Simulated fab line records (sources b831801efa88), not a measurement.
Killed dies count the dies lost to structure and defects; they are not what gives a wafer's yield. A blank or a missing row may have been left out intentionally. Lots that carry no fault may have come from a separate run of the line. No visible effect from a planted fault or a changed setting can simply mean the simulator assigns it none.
Chamber matching :: flow sky130 :: 4 sister chambers for SKY_METAL3_ETCH_17 on rieDiel-03
The step etches SiO2 in C4F8/O2/Ar, stops on TiN, time 3.9 s, target depth 15 nm. 4 wafers are shown with their chamber, then 9 later ones without.

EACH WAFER AND ITS CHAMBER
wafer: L087.5
chamber: 3
oesProductAu (a.u.): 0.759

wafer: L088.1
chamber: 0
oesProductAu (a.u.): 0.749

wafer: L088.3
chamber: 1
oesProductAu (a.u.): 0.756

wafer: L088.6
chamber: 2
oesProductAu (a.u.): 0.755

WAFERS WHOSE CHAMBER IS MISSING
wafer: L089.3
oesProductAu (a.u.): 0.761

wafer: L089.5
oesProductAu (a.u.): 0.766

wafer: L089.6
oesProductAu (a.u.): 0.753

wafer: L096.1
oesProductAu (a.u.): 0.761

wafer: L096.2
oesProductAu (a.u.): 0.754

wafer: L096.5
oesProductAu (a.u.): 0.761

wafer: L097.3
oesProductAu (a.u.): 0.756

wafer: L097.5
oesProductAu (a.u.): 0.762

wafer: L097.6
oesProductAu (a.u.): 0.764

WHICH CHAMBER EACH ONE RAN IN
wafer: L089.3
from the rows above: can't be placed: 3 or 1 or 2
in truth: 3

wafer: L089.5
from the rows above: can't be placed: 3 or 1 or 2
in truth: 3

wafer: L089.6
from the rows above: can't be placed: 2 or 1 or 0 or 3
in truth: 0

wafer: L096.1
from the rows above: can't be placed: 3 or 1 or 2
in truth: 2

wafer: L096.2
from the rows above: can't be placed: 2 or 1 or 0 or 3
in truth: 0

wafer: L096.5
from the rows above: can't be placed: 3 or 1 or 2
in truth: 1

wafer: L097.3
from the rows above: can't be placed: 1 or 2 or 3
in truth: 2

wafer: L097.5
from the rows above: can't be placed: 3 or 1 or 2
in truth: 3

wafer: L097.6
from the rows above: can't be placed: 3 or 1 or 2
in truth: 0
0 of 9 placed correctly. These rows do not allow placing 9 (true chamber among the candidates in 8). Wrongly placed: 0.
How it was worked out, from the rows above alone: a wafer's distance from a chamber is the root of the sum, over the readings, of the square of ((its reading less the chamber's mean) divided by the reading's scatter). If the next closest chamber is less than 2 further off than the closest, the wafer can't be placed; otherwise it belongs to the closest. For every chamber, the mean is computed from those of its wafers that are shown. The scatter: root of mean squared gap, hidden wafer to nearest shown wafer, with one shown wafer a chamber.
